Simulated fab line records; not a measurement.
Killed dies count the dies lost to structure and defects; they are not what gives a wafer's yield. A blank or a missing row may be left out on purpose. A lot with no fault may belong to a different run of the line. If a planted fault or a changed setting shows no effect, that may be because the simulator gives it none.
A single fault, viewed from 2 desks :: flow gf180mcu :: what lay behind the numbers comes last; until then each desk has only its own

THE METROLOGY DESK
Means of the sampled wafers that have a number, per lot and without regard to the tool the lot ran on: this is what the gauges read. If a lot's mean is further than 4 standard deviations from the usual mean, the lot is out of limits and carries the mark OUT (the distance appears in the brackets).
Columns: A = V3_OVL at GF_V3_OVL_MEAS_15, usual -4 nm; B = V3_W_RS at GF_V3_RS_MEAS_24, usual 0.328 ohm/sq; C = V3_W_THK at GF_V3_THK_MEAS_25, usual 351 nm
lot: L120
first seen here: day 22 23:05
A: 5
B: 0.326
C: 354

lot: L123
first seen here: day 23 18:59
A: -6
B: 0.324
C: 354

lot: L124
first seen here: day 24 08:19
A: -2
B: 0.324
C: 354

lot: L125
first seen here: day 24 17:50
A: -7
B: 0.332
C: 345

lot: L127
first seen here: day 25 07:55
A: -5
B: 0.329
C: 349

lot: L126
first seen here: day 25 09:45
A: 2
B: 0.405 (+19) OUT
C: 299 (-12) OUT

lot: L129
first seen here: day 26 00:42
A: -3
B: 0.398 (+17) OUT
C: 306 (-11) OUT

lot: L140
first seen here: day 29 01:47
A: -0
B: 0.331
C: 350

lot: L141
first seen here: day 29 08:58
A: -8
B: 0.330
C: 350

lot: L142
first seen here: day 29 16:14
A: -5
B: 0.329
C: 350
This desk reports L126, L129 out of limits; the earliest was L126 at day 25 10:44 (V3_W_RS at GF_V3_RS_MEAS_24). Within limits: L120, L123, L124, L125, L127, L140, L141, L142.

THE TOOL OWNER'S DESK: cvd-w-02
The tool's own readings at GF_V3_CVD_23 (deposits W, target thk 350 nm, time 104.9 s): means of the sampled wafers that have a number, for each lot that ran on this tool. If a lot's mean is further than 4 standard deviations from the usual mean, the lot is out of limits and carries the mark OUT (the distance appears in the brackets).
Columns: A = chamber-pressure-Torr at GF_V3_CVD_23, usual 40.01 Torr; B = heater-power-w at GF_V3_CVD_23, usual 862 W
lot: L120
first seen here: day 22 23:53
A: 39.94
B: 951

lot: L125
first seen here: day 24 18:41
A: 39.99
B: 968

lot: L127
first seen here: day 25 08:44
A: 39.99
B: 916

lot: L126
first seen here: day 25 10:37
A: 40.07
B: 926

lot: L129
first seen here: day 26 01:30
A: 40.04
B: 944

lot: L140
first seen here: day 29 02:35
A: 39.97
B: 953

lot: L141
first seen here: day 29 09:46
A: 39.88
B: 937
This desk's verdict: no lot among the 7 shows anything out of limits.

ALL TOGETHER
L126, L129 would have let the metrology desk raise an alarm at day 25 10:44.
The desk of the tool owner found nothing out of limits.
Tool owner's desk: L126, L129 on record, inside its limits.
Every lot named ran GF_V3_CVD_23 on cvd-w-02.

WHAT THE SIMULATOR HAD INSERTED
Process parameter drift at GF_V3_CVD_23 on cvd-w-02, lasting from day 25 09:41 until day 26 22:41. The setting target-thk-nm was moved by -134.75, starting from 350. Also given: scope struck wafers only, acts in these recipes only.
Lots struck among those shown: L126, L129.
Time in hours between the start of the fault and the first out-of-limits reading at each desk: metrology desk, 1.
